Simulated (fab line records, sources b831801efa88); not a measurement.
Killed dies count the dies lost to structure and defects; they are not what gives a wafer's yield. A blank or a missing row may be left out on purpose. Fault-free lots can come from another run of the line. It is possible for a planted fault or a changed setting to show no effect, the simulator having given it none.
fab line records | flow sky130
record lots=14 wafers=42 lastDay=50
route steps=708 shown VT_ADJUST_HVTR@135 VT_ADJUST_PCH@150 POLY_GATE@218 POLY_CUT@319
lots untouched by any fault: they come from a run of this same line in which no faults occurred
startH: the number of hours between the record's first day and the start of the first shown wafer of the lot | waitH: hours since the lot's step before | " as in the row above | L1.1+2: a row that stands for several wafers | - no value, or no start was given | * or withheld: withheld | < > ~ a bound
route shown NAME@n: NAME is a module with steps in the file, n the number in the route of the first one | usual: the fault-free wafers' mean and standard deviation | same: alike in all rows | chamber/n: place in a boat | sites: per-site readings | _std_site: how widely they spread, as a standard deviation | _edge_site: mean of outer sites minus mean of inner sites | radiusMm: for every site, how far away it sits from the centre of the wafer | mask NAME#n: copy n | behind: the most recent tool/chamber to have shaped the wafer | hold: why the lot was held/for how many hours/how that ended | device: whichever transistor did not switch (one of n, p or np) | end of line: at the end of the route, the tests of the same wafers | a step without rows: its recipe alone | killed: dies lost to structure and defects at the first sort, not the wafer's yield | map: shows each die of a wafer: x if killed, . if not, _ if none is there
set.NAME: setting as actually run; set.NAME@STEP: the setting as run at that earlier step | model.NAME: the simulator's own value behind a step, which no gauge read
a sample of lots followed through the steps of the route, with each step as a table and each wafer as a row
services: from which hour (startH, from the record's first day; less than 0 if before it) a tool's chamber was out of use, for how many hours, and why
## steps
# step SKY_VT_ADJUST_HVTR_EXPOSE_04
# recipe maskId=HVTRM targetCdNm=380 na=0.6 sourceShape=conventional sigmaOuter=0.6 doseMj=150
# columns lot.wafer tool chamber startH waitH mask
L643.1+5+6 ilineStepper-01 0 189.26 - HVTRM#0
L644.2+3+6 ilineStepper-01 0 200.42 - HVTRM#0
L646.1+2+4 ilineStepper-01 0 212.16 - HVTRM#0
L645.1+4+5 ilineStepper-02 0 213.67 - HVTRM#0
L647.1+2+4 ilineStepper-01 0 218.82 - HVTRM#0
L648.1+2+6 ilineStepper-02 0 226.23 - HVTRM#0
L649.2+3+4 ilineStepper-01 0 233.10 - HVTRM#0
L650.1+3+4 ilineStepper-01 0 241.26 - HVTRM#0
L651.1+4+5 ilineStepper-02 0 248.82 - HVTRM#0
L655.1+3+4 ilineStepper-01 0 277.76 - HVTRM#0
L659.1+4+5 ilineStepper-02 0 310.73 - HVTRM#0
L660.1+2+4 ilineStepper-02 0 319.20 - HVTRM#0
L665.2+4+5 ilineStepper-01 0 347.20 - HVTRM#0
L666.3+4+6 ilineStepper-01 0 359.29 - HVTRM#0
# step SKY_VT_ADJUST_HVTR_CD_MEAS_07
# recipe targetCdNm=380
# usual cdNm=380/3.1
# columns lot.wafer tool chamber startH waitH cdNm
L643.1 cdSem-02 - 199.86 0.1 380
L643.5 " - " " 377
L643.6 " - " " 381
L644.2 cdSem-01 - 211.13 0.1 386
L644.3 " - " " 383
L644.6 " - " " 382
L646.1 cdSem-01 - 222.41 0.1 380
L646.2 " - " " 379
L646.4 " - " " 381
L645.1 cdSem-02 - 224.51 0.1 382
L645.4 " - " " 381
L645.5 " - " " 382
L647.1 cdSem-02 - 229.52 0.1 378
L647.2 " - " " 377
L647.4 " - " " 380
L648.1 cdSem-02 - 237.60 0.1 377
L648.2 " - " " 380
L648.6 " - " " 381
L649.2 cdSem-01 - 243.83 0.1 385
L649.3 " - " " 386
L649.4 " - " " 381
L650.1 cdSem-01 - 252.91 0.1 378
L650.3 " - " " 380
L650.4 " - " " 379
L651.1 cdSem-01 - 260.61 0.1 375
L651.4 " - " " 373
L651.5 " - " " 373
L655.1 cdSem-01 - 289.90 0.1 381
L655.3 " - " " 381
L655.4 " - " " 383
L659.1 cdSem-01 - 322.96 0.1 357
L659.4 " - " " 365
L659.5 " - " " 374
L660.1 cdSem-01 - 332.21 0.1 368
L660.2 " - " " 361
L660.4 " - " " 369
L665.2 cdSem-02 - 359.58 0.1 377
L665.4 " - " " 378
L665.5 " - " " 380
L666.3 cdSem-02 - 370.85 0.1 382
L666.4 " - " " 383
L666.6 " - " " 382
# step SKY_VT_ADJUST_PCH_OVL_MEAS_07
# usual VT_ADJUST_PCH_OVL=-1.6/1.5
# columns lot.wafer tool chamber startH waitH VT_ADJUST_PCH_OVL[nm]
L643.1 overlay-02 - 222.06 - -1.3
L643.5 " - " " -2.6
L643.6 " - " " -2.4
L644.2 overlay-02 - 233.61 - -2.3
L644.3 " - " " -2.7
L644.6 " - " " -2.8
L646.1 overlay-02 - 245.76 - 0.4
L646.2 " - " " 2.4
L646.4 " - " " -1.6
L645.1 overlay-01 - 248.10 - -1.9
L645.4 " - " " -2.5
L645.5 " - " " -1.4
L647.1 overlay-01 - 253.56 - -5.3
L647.2 " - " " -4.1
L647.4 " - " " -2.9
L648.1 overlay-01 - 260.59 - 0.5
L648.2 " - " " 0.4
L648.6 " - " " 0.7
L649.2 overlay-01 - 268.40 - -0.9
L649.3 " - " " -1.7
L649.4 " - " " -1.7
L650.1 overlay-02 - 276.94 - 0.1
L650.3 " - " " -1.6
L650.4 " - " " 0.2
L651.1 overlay-02 - 285.45 - -1.3
L651.4 " - " " -4.6
L651.5 " - " " -2.7
L655.1 overlay-02 - 314.85 - -2.5
L655.3 " - " " -2.9
L655.4 " - " " -2.9
L659.1 overlay-02 - 348.51 - 0.4
L659.4 " - " " 0.3
L659.5 " - " " 1.1
L660.1 overlay-02 - 357.95 - -1.1
L660.2 " - " " -1.7
L660.4 " - " " -0.1
L665.2 overlay-02 - 383.16 - -4.0
L665.4 " - " " -4.4
L665.5 " - " " -3.1
L666.3 overlay-02 - 396.55 - -3.0
L666.4 " - " " -2.8
L666.6 " - " " -2.6
# step SKY_POLY_GATE_THK_MEAS_04
# recipe reads=Si3N4_of_POLY_GATE_CVD_03
# usual POLY_GATE_CVD_03_THK=75.1/0.73
# columns lot.wafer tool chamber startH waitH POLY_GATE_CVD_03_THK[nm]
L643.1 filmMetro-03 - 345.37 0.0 74.1
L643.5 " - " " 74.3
L643.6 " - " " 74.3
L644.2 filmMetro-03 - 346.84 0.0 74.4
L644.3 " - " " 73.6
L644.6 " - " " 73.9
L645.1 filmMetro-04 - 386.35 0.0 74.0
L645.4 " - " " 74.5
L645.5 " - " " 74.2
L646.1 filmMetro-02 - 386.35 0.0 75.0
L646.2 " - " " 75.1
L646.4 " - " " 75.0
L647.1 filmMetro-04 - 475.84 0.0 76.8
L647.2 " - " " 76.8
L647.4 " - " " 77.0
L648.1 filmMetro-02 - 475.84 0.0 75.1
L648.2 " - " " 75.4
L648.6 " - " " 75.8
L649.2 filmMetro-03 - 475.85 0.0 74.9
L649.3 " - " " 75.2
L649.4 " - " " 74.9
L650.1 filmMetro-03 - 475.90 0.1 75.6
L650.3 " - " " 75.0
L650.4 " - " " 75.5
L651.1 filmMetro-03 - 477.88 0.0 75.2
L651.4 " - " " 75.2
L651.5 " - " " 75.3
L655.1 filmMetro-02 - 482.25 0.0 75.3
L655.3 " - " " 75.0
L655.4 " - " " 76.4
L659.1 filmMetro-02 - 486.03 0.0 75.9
L659.4 " - " " 76.3
L659.5 " - " " 75.8
L660.1 filmMetro-04 - 488.77 0.0 75.6
L660.2 " - " " 74.7
L660.4 " - " " 75.3
L665.2 filmMetro-03 - 519.02 0.0 73.7
L665.4 " - " " 74.3
L665.5 " - " " 74.5
L666.3 filmMetro-03 - 532.82 0.0 74.1
L666.4 " - " " 74.0
L666.6 " - " " 74.2
# step SKY_POLY_CUT_STRIP_12
# recipe chemistry=O2/N2 powerW=1400 pressureMtorr=1500 platenTempC=withheld o2FlowSccm=3000 n2FlowSccm=300 overashFraction=0.5
# usual drypumpMotorCurrentA=5.7/0.62 oesProductAu=0.452/0.0048 stripTimeToEndpointS=5.351/0.018
# columns lot.wafer tool chamber startH waitH drypumpMotorCurrentA oesProductAu rfHoursCounterH stripTimeToEndpointS
L644.2 plasmaAsher-01 1 553.65 0.0 5.6 0.450 43 5.326
L644.3 " 1 " " 5.6 0.458 - 5.338
L644.6 " 1 " " 5.6 0.452 - 5.327
L643.1 plasmaAsher-03 0 554.00 0.0 5.8 0.448 12 5.353
L643.5 " 1 " " 5.0 0.455 - 5.350
L643.6 " 0 " " 5.8 0.450 - 5.337
L645.1 plasmaAsher-02 1 598.30 0.0 5.3 0.449 80 5.342
L645.4 " 1 " " 5.3 0.456 - 5.342
L645.5 " 0 " " 6.7 0.450 - 5.367
L646.1 plasmaAsher-01 1 598.95 0.0 5.6 0.456 48 5.356
L646.2 " 0 " " 5.3 0.445 48 5.314
L646.4 " 0 " " 5.3 0.450 - 5.318
L647.1 plasmaAsher-03 0 683.94 0.0 5.8 0.454 25 5.342
L647.2 " 1 " " 4.9 0.452 25 5.328
L647.4 " 1 " " 4.9 0.452 - 5.350
L648.1 plasmaAsher-02 0 685.94 0.0 6.7 0.446 89 5.354
L648.2 " 1 " " 5.4 0.441 89 5.359
L648.6 " 0 " " 6.7 0.454 - 5.367
L649.2 plasmaAsher-03 0 687.79 0.0 5.8 0.446 26 5.366
L649.3 " 1 " " 5.0 0.450 - 5.362
L649.4 " 0 " " 5.8 0.446 - 5.320
L650.1 plasmaAsher-02 1 688.39 0.0 5.4 0.460 90 5.338
L650.3 " 0 " " 6.7 0.456 - 5.353
L650.4 " 1 " " 5.4 0.448 - 5.377
L651.1 plasmaAsher-02 1 690.34 0.0 5.3 0.447 90 5.375
L651.4 " 1 " " 5.4 0.450 - 5.396
L651.5 " 0 " " 6.8 0.449 - 5.357
L655.1 plasmaAsher-02 1 692.84 0.0 5.4 0.448 90 5.373
L655.3 " 0 " " 6.8 0.456 - 5.370
L655.4 " 1 " " 5.3 0.453 - 5.388
L659.1 plasmaAsher-02 0 698.50 0.0 6.8 0.455 91 5.351
L659.4 " 1 " " 5.4 0.460 - 5.354
L659.5 " 0 " " 6.8 0.452 - 5.345
L660.1 plasmaAsher-01 0 700.14 0.0 5.3 0.446 54 5.365
L660.2 " 1 " " 5.6 0.456 54 5.368
L660.4 " 1 " " 5.6 0.455 - 5.349
L665.2 plasmaAsher-02 1 727.44 0.0 5.3 0.454 94 5.372
L665.4 " 1 " " 5.3 0.447 - 5.363
L665.5 " 1 " " 5.3 0.449 - 5.362
L666.3 plasmaAsher-03 1 741.03 0.1 4.9 0.447 - 5.373
L666.4 " 0 " " 5.8 0.450 - 5.358
L666.6 " 0 " " 5.8 0.446 - 5.373
## services
# columns tool chamber startH hours kind
plasmaAsher-03 - 167.32 0.3 repair
ilineStepper-01 - 190.24 2.1 pm
ilineStepper-01 - 202.30 4.4 pm
ilineStepper-01 - 261.00 3.5 repair
plasmaAsher-03 - 272.52 4.3 pm
ilineStepper-02 - 320.51 1.8 repair
plasmaAsher-02 - 325.50 1.6 repair
ilineStepper-02 - 346.75 1.7 pm
ilineStepper-01 - 348.48 1.7 pm
plasmaAsher-03 - 361.22 1.5 repair
ilineStepper-01 - 376.93 12.0 repair
ilineStepper-02 - 408.16 4.4 pm
plasmaAsher-03 - 421.25 9.0 pm
ilineStepper-01 - 468.33 6.3 repair
ilineStepper-02 - 560.45 18.7 repair
ilineStepper-02 - 579.14 1.7 pm
ilineStepper-01 - 580.81 1.7 pm
plasmaAsher-02 - 620.33 0.7 repair
plasmaAsher-02 - 631.58 2.8 repair
plasmaAsher-03 - 671.64 2.8 pm
plasmaAsher-02 - 674.39 2.8 pm
ilineStepper-01 - 677.76 3.7 repair
ilineStepper-02 - 692.79 4.3 repair
ilineStepper-02 - 731.25 2.1 pm
## key
firstSign step=SKY_VT_ADJUST_HVTR_CD_MEAS_07 reading=cdNm direction=down sigmas=4.8 usual=380 struck=366 wafersMoved=5
effect none on later readings
metAt SKY_VT_ADJUST_HVTR_EXPOSE_04
struckLots L659,L660
sortLeftOut L660.1,L660.2,L660.4
testerLeftOut L659,L660
notActingAt SKY_VT_ADJUST_PCH_OVL_MEAS_07,SKY_POLY_GATE_THK_MEAS_04,SKY_POLY_CUT_STRIP_12
onsetBetween 248.82 310.73
fault kind=processParameterDrift tool=ilineStepper-02 chamber=- onsetH=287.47 steps=SKY_VT_ADJUST_HVTR_EXPOSE_04 channel=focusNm offset=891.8 spreadByWafer=0.3 shape=step endH=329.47
# testerLeftOut: of these lots the tester's yield and bins aren't shown, on N5 and GAA mostly nor the transistor test; their killed dies are dies lost to structure and defects alone, not to doping, threshold or leakage, so they don't give the yield
# sortLeftOut: the simulated sort isn't trusted on such a fault, so these wafers' sort isn't shown, and their yield isn't known
